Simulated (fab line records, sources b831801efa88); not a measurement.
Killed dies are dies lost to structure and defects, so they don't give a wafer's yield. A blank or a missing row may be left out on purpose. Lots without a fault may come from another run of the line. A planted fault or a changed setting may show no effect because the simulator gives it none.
fab line records | flow sky130
record lots=6 wafers=18 last_day=50
route steps=708 shown VIA1@473 METAL2@483
lots that met no fault: from a run of the same line without faults
start_h: hours from the record's first day to the start of the lot's first wafer shown | wait_h: hours since the lot's step before | " the same as in the row above | L1.1+2: a row that stands for several wafers | - no value, or no start given | * or withheld: withheld | < > ~ a bound
route shown NAME@n: a module of which the file shows steps, and the number in the route of the first | usual: mean/standard deviation of fault-free wafers | same: alike in all rows | chamber/n: place in a boat | sites: the reading at each site | _std_site: their standard deviation | _edge_site: outer sites' mean less inner sites' | radius_mm: how far each site lies from the wafer's centre | mask NAME#n: copy n | behind: the tool/chamber that last shaped the wafer | hold: why the lot was held/for how many hours/how that ended | device: the transistor (n, p or np) that didn't switch | end of line: the same wafers' tests at the end of the route | a step without rows: its recipe alone | killed: dies lost to structure and defects at the first sort, not the wafer's yield | map: a wafer's dies, x killed, . not, _ none there
set.NAME: the setting as run; set.NAME@STEP: as run at that earlier step | model.NAME: the simulator's own value behind a step, which no gauge read
lots at some steps of the route; a table a step, a row a wafer
services: from which hour (start_h, from the record's first day; less than 0 if before it) a tool's chamber was out of use, for how many hours, and why
## steps
# step SKY_VIA1_ETCH_15
# recipe target=SiO2 chemistry=C4F8/O2/Ar target_depth_nm=351 stop_on=TiN mask_material=KrF-thick source_w=1500 bias_w=1200 pressure_mtorr=40 c4f8_flow_sccm=withheld O2_flow_sccm=6 Ar_flow_sccm=300 time_s=54
# step SKY_VIA1_STRIP_16
# recipe chemistry=O2/N2 power_w=1400 pressure_mtorr=1500 platen_temp_c=withheld o2_flow_sccm=3000 n2_flow_sccm=300 overash_fraction=0.5
# usual drypump_motor_current_A=5.9/0.38 oes_product_au=0.416/0.0045 strip_time_to_endpoint_s=4.453/0.023
# columns lot.wafer tool chamber start_h wait_h drypump_motor_current_A oes_product_au rf_hours_counter_h strip_time_to_endpoint_s
L481.1 plasma_asher-01 0 793.63 0.0 5.9 0.415 5 4.441
L481.3 " 1 " " 5.7 0.415 - 4.473
L481.6 " 1 " " 5.6 0.414 - 4.462
L490.2 plasma_asher-03 1 870.29 0.0 5.5 0.419 76 4.485
L490.3 " 1 " " 5.5 0.412 - 4.415
L490.6 " 0 " " 5.6 0.412 - 4.472
L491.1 plasma_asher-02 0 879.29 0.0 6.6 0.413 44 4.459
L491.4 " 0 " " 6.6 0.413 - 4.442
L491.6 " 1 " " 6.1 0.419 - 4.452
L496.4 plasma_asher-01 1 909.81 0.1 5.6 0.418 - 4.447
L496.5 " 0 " " 5.9 0.408 - 4.463
L496.6 " 1 " " 5.6 0.416 - 4.436
L499.2 plasma_asher-01 0 932.64 0.0 5.8 0.412 18 4.486
L499.3 " 1 " " 5.6 0.415 - 4.423
L499.6 " 1 " " 5.7 0.413 - 4.436
L504.2 plasma_asher-02 1 968.09 0.0 6.0 0.415 53 4.412
L504.5 " 1 " " 6.0 0.412 - 4.425
L504.6 " 0 " " 6.6 0.422 - 4.472
# step SKY_VIA1_STRIP_17
# recipe chemistry=post_etch_residue_remover time_s=1200 temp_c=72.5
# step SKY_VIA1_CLEAN_18
# recipe chemistry=IPA time_s=180 temp_c=25
# step SKY_VIA1_CLEAN_19
# recipe chemistry=O3/DIW dry=n2_spin
# step SKY_VIA1_SPUTTER_20
# recipe material=TiN target_thk_nm=20 chamber_pressure_pa=5 power_w=4000 time_s=80
# step SKY_VIA1_CVD_21
# recipe material=W target_thk_nm=270 time_s=80.902 temp_c=400 pressure_torr=40
# usual heater_power_w=866/60
# columns lot.wafer tool chamber start_h wait_h heater_power_w
L481.1 cvd_w-02 0 794.33 0.0 764
L481.3 " 0 " " 775
L481.6 " 0 " " 781
L490.2 cvd_w-01 0 870.94 0.0 857
L490.3 " 1 " " 975
L490.6 " 1 " " 967
L491.1 cvd_w-02 0 879.94 0.0 778
L491.4 " 1 " " 901
L491.6 " 0 " " 794
L496.4 cvd_w-02 1 910.55 0.1 907
L496.5 " 1 " " 908
L496.6 " 0 " " 806
L499.2 cvd_w-02 0 933.29 0.0 807
L499.3 " 0 " " 796
L499.6 " 1 " " 906
L504.2 cvd_w-01 1 968.78 0.0 912
L504.5 " 0 " " 865
L504.6 " 1 " " 908
# step SKY_VIA1_RS_MEAS_22
# recipe thk_meas_gauge=four-point-probe reads=W_of_VIA1_CVD_21+TiN_of_VIA1_SPUTTER_20
# usual VIA1_W_RS=0.427/0.0049
# columns lot.wafer tool chamber start_h wait_h VIA1_W_RS[ohm/sq]
L481.1 film_metro-02 - 794.42 0.1 0.431
L481.3 " - " " 0.432
L481.6 " - " " 0.435
L490.2 film_metro-03 - 871.05 0.1 0.427
L490.3 " - " " 0.420
L490.6 " - " " 0.416
L491.1 film_metro-03 - 880.03 0.1 0.438
L491.4 " - " " 0.432
L491.6 " - " " 0.439
L496.4 film_metro-03 - 910.68 0.1 0.433
L496.5 " - " " 0.434
L496.6 " - " " 0.434
L499.2 film_metro-01 - 933.40 0.1 0.423
L499.3 " - " " 0.425
L499.6 " - " " 0.421
L504.2 film_metro-03 - 968.89 0.1 0.430
L504.5 " - " " 0.429
L504.6 " - " " 0.429
# step SKY_VIA1_THK_MEAS_23
# recipe thk_meas_gauge=xrf reads=W_of_VIA1_CVD_21
# usual VIA1_W_THK=279/4.1
# columns lot.wafer tool chamber start_h wait_h VIA1_W_THK[nm]
L481.1 film_metro-02 - 794.54 0.1 275
L481.3 " - " " 276
L481.6 " - " " 274
L490.2 film_metro-03 - 871.16 0.1 280
L490.3 " - " " 286
L490.6 " - " " 286
L491.1 film_metro-03 - 880.15 0.1 273
L491.4 " - " " 277
L491.6 " - " " 272
L496.4 film_metro-03 - 910.77 0.1 276
L496.5 " - " " 274
L496.6 " - " " 274
L499.2 film_metro-01 - 933.51 0.1 280
L499.3 " - " " 279
L499.6 " - " " 282
L504.2 film_metro-03 - 969.00 0.1 275
L504.5 " - " " 277
L504.6 " - " " 275
# step SKY_VIA1_CMP_24
# recipe stop_on=SiO2 t_overpolish_s=15 down_force_psi=3.5 platen_rpm=60 target_thk_nm=0 pad_velocity_m_s=0.94248
# step SKY_METAL2_SPUTTER_00
# recipe material=Ti target_thk_nm=15 power_w=3000 time_s=10 chamber_pressure_pa=0.4
# usual throttle_valve_pct=29.8/1
# columns lot.wafer tool chamber start_h wait_h throttle_valve_pct
L481.1 pvd_sputter-02 - 794.90 0.2 30.4
L481.3 " - " " 31.5
L481.6 " - " " 30.4
L490.2 pvd_sputter-01 - 871.51 0.1 28.6
L490.3 " - " " 30.7
L490.6 " - " " 30.6
L491.1 pvd_sputter-01 - 880.51 0.2 29.3
L491.4 " - " " 30.6
L491.6 " - " " 28.7
L496.4 pvd_sputter-02 - 911.11 0.2 28.9
L496.5 " - " " 31.7
L496.6 " - " " 30.4
L499.2 pvd_sputter-03 - 933.86 0.2 31.2
L499.3 " - " " 29.9
L499.6 " - " " 29.7
L504.2 pvd_sputter-01 - 969.35 0.2 28.4
L504.5 " - " " 28.5
L504.6 " - " " 29.4
# step SKY_METAL2_SPUTTER_01
# recipe material=TiN target_thk_nm=20 power_w=6500 time_s=16.7 chamber_pressure_pa=0.4
# step SKY_METAL2_SPUTTER_02
# recipe material=AlCu target_thk_nm=250 power_w=10600 time_s=13.3 chamber_pressure_pa=0.4
# usual throttle_valve_pct=29.8/1
# columns lot.wafer tool chamber start_h wait_h throttle_valve_pct model.AlCu_of_METAL2_SPUTTER_02.thk_nm
L481.1 pvd_sputter-02 - 794.95 0.0 30.4 251.9
L481.3 " - " " 31.4 247.7
L481.6 " - " " 30.2 252.5
L490.2 pvd_sputter-01 - 871.56 0.0 28.4 485.6
L490.3 " - " " 30.8 483.2
L490.6 " - " " 30.8 482.4
L491.1 pvd_sputter-01 - 880.56 0.0 29.3 476.4
L491.4 " - " " 30.8 477.7
L491.6 " - " " 28.7 476.4
L496.4 pvd_sputter-02 - 911.16 0.0 28.7 252.7
L496.5 " - " " 31.4 247.3
L496.6 " - " " 30.6 252
L499.2 pvd_sputter-03 - 933.91 0.0 30.9 246.9
L499.3 " - " " 29.9 249.5
L499.6 " - " " 29.6 246.6
L504.2 pvd_sputter-01 - 969.40 0.0 28.8 250.4
L504.5 " - " " 28.1 255.9
L504.6 " - " " 29.4 249.2
# step SKY_METAL2_SPUTTER_03
# recipe material=Ti target_thk_nm=5 power_w=3000 time_s=3.3 chamber_pressure_pa=0.4
# usual throttle_valve_pct=29.8/1
# columns lot.wafer tool chamber start_h wait_h throttle_valve_pct
L481.1 pvd_sputter-02 - 794.97 0.0 30.1
L481.3 " - " " 31.8
L481.6 " - " " 30.4
L490.2 pvd_sputter-01 - 871.58 0.0 28.2
L490.3 " - " " 30.4
L490.6 " - " " 31.1
L491.1 pvd_sputter-01 - 880.58 0.0 29.1
L491.4 " - " " 30.9
L491.6 " - " " 28.9
L496.4 pvd_sputter-02 - 911.18 0.0 29.0
L496.5 " - " " 31.9
L496.6 " - " " 30.4
L499.2 pvd_sputter-03 - 933.93 0.0 31.1
L499.3 " - " " 30.0
L499.6 " - " " 30.0
L504.2 pvd_sputter-01 - 969.42 0.0 28.5
L504.5 " - " " 28.4
L504.6 " - " " 29.2
# step SKY_METAL2_SPUTTER_04
# recipe material=TiN target_thk_nm=70 power_w=6500 time_s=58.3 chamber_pressure_pa=0.4
# usual throttle_valve_pct=29.8/1
# columns lot.wafer tool chamber start_h wait_h throttle_valve_pct
L481.1 pvd_sputter-02 - 794.99 0.0 30.2
L481.3 " - " " 31.6
L481.6 " - " " 30.4
L490.2 pvd_sputter-01 - 871.60 0.0 28.0
L490.3 " - " " 30.6
L490.6 " - " " 30.9
L491.1 pvd_sputter-01 - 880.60 0.0 29.2
L491.4 " - " " 30.8
L491.6 " - " " 28.6
L496.4 pvd_sputter-02 - 911.21 0.0 28.9
L496.5 " - " " 31.9
L496.6 " - " " 30.7
L499.2 pvd_sputter-03 - 933.95 0.0 30.8
L499.3 " - " " 29.8
L499.6 " - " " 29.7
L504.2 pvd_sputter-01 - 969.44 0.0 28.6
L504.5 " - " " 28.2
L504.6 " - " " 29.2
# step SKY_METAL2_RS_MEAS_05
# recipe thk_meas_gauge=four-point-probe reads=TiN_of_METAL2_SPUTTER_04+Ti_of_METAL2_SPUTTER_03+AlCu_of_METAL2_SPUTTER_02+TiN_of_METAL2_SPUTTER_01+Ti_of_METAL2_SPUTTER_00
# usual METAL2_ALCU_RS=0.1272/0.0014
# columns lot.wafer tool chamber start_h wait_h hold METAL2_ALCU_RS[ohm/sq]
L481.1 film_metro-01 - 795.04 0.0 - 0.1263
L481.3 " - " " - 0.1281
L481.6 " - " " - 0.1257
L490.2 film_metro-04 - 871.67 0.0 await_dispo/0.2h/release 0.0645
L490.3 " - " " await_dispo/0.2h/release 0.0647
L490.6 " - " " await_dispo/0.2h/release 0.0649
L490.2 film_metro-04 - 871.96 0.3 - 0.0645
L490.3 " - " " - 0.0648
L490.6 " - " " - 0.0650
L491.1 film_metro-01 - 880.65 0.0 await_dispo/0.2h/release 0.0656
L491.4 " - " " await_dispo/0.2h/release 0.0656
L491.6 " - " " await_dispo/0.2h/release 0.0657
L491.1 film_metro-01 - 880.94 0.3 - 0.0657
L491.4 " - " " - 0.0658
L491.6 " - " " - 0.0660
L496.4 film_metro-01 - 911.30 0.1 - 0.1256
L496.5 " - " " - 0.1286
L496.6 " - " " - 0.1261
L499.2 film_metro-03 - 934.02 0.0 - 0.1283
L499.3 " - " " - 0.1272
L499.6 " - " " - 0.1285
L504.2 film_metro-01 - 969.51 0.0 - 0.1265
L504.5 " - " " - 0.1241
L504.6 " - " " - 0.1274
## services
# columns tool chamber start_h hours kind
cvd_w-02 - 784.24 0.8 repair
pvd_sputter-02 - 785.77 3.3 repair
pvd_sputter-02 - 788.76 2.8 repair
pvd_sputter-01 - 794.86 1.2 repair
cvd_w-01 0 814.57 3.7 repair
plasma_asher-01 - 850.24 3.6 repair
cvd_w-01 1 856.25 11.1 repair
pvd_sputter-03 - 879.41 2.4 repair
plasma_asher-02 - 885.60 4.2 repair
plasma_asher-01 - 886.70 4.5 repair
plasma_asher-03 - 887.98 2.4 repair
pvd_sputter-02 3 902.52 - consumable_replace:kit
pvd_sputter-02 3 902.52 18.0 scheduled_down
pvd_sputter-02 3 902.52 18.0 vent_cycle
cvd_w-01 - 904.00 14.0 pm
cvd_w-01 0 904.00 14.0 vent_cycle
cvd_w-01 1 904.00 14.0 vent_cycle
pvd_sputter-03 0 912.60 - consumable_replace:kit
pvd_sputter-03 0 912.60 18.0 scheduled_down
pvd_sputter-03 0 912.60 18.0 vent_cycle
pvd_sputter-03 - 914.68 2.8 repair
pvd_sputter-03 - 917.05 0.6 repair
cvd_w-01 0 918.00 - clean
pvd_sputter-02 - 952.40 1.0 repair
## key
first_sign step=SKY_METAL2_RS_MEAS_05 reading=visit direction=added
effect step=SKY_METAL2_RS_MEAS_05 reading=METAL2_ALCU_RS direction=down sigmas=43 usual=0.1272 struck=0.0652
model_effect step=SKY_METAL2_SPUTTER_02 value=AlCu_of_METAL2_SPUTTER_02.thk_nm without=249.1 struck=480.3
met_at SKY_METAL2_SPUTTER_02
struck_wafers L490.2,L490.3,L490.6,L491.1,L491.4,L491.6
scrapped_behind SKY_METAL2_RS_MEAS_05 L490.2,L490.3,L490.6,L491.1,L491.4,L491.6
fault kind=process_parameter_drift tool=pvd_sputter-01 chamber=- onset_h=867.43 steps=SKY_METAL2_SPUTTER_02 channel=target_thk_nm offset=231.14 shape=step end_h=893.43 acts_in=these_recipes_only stated=250
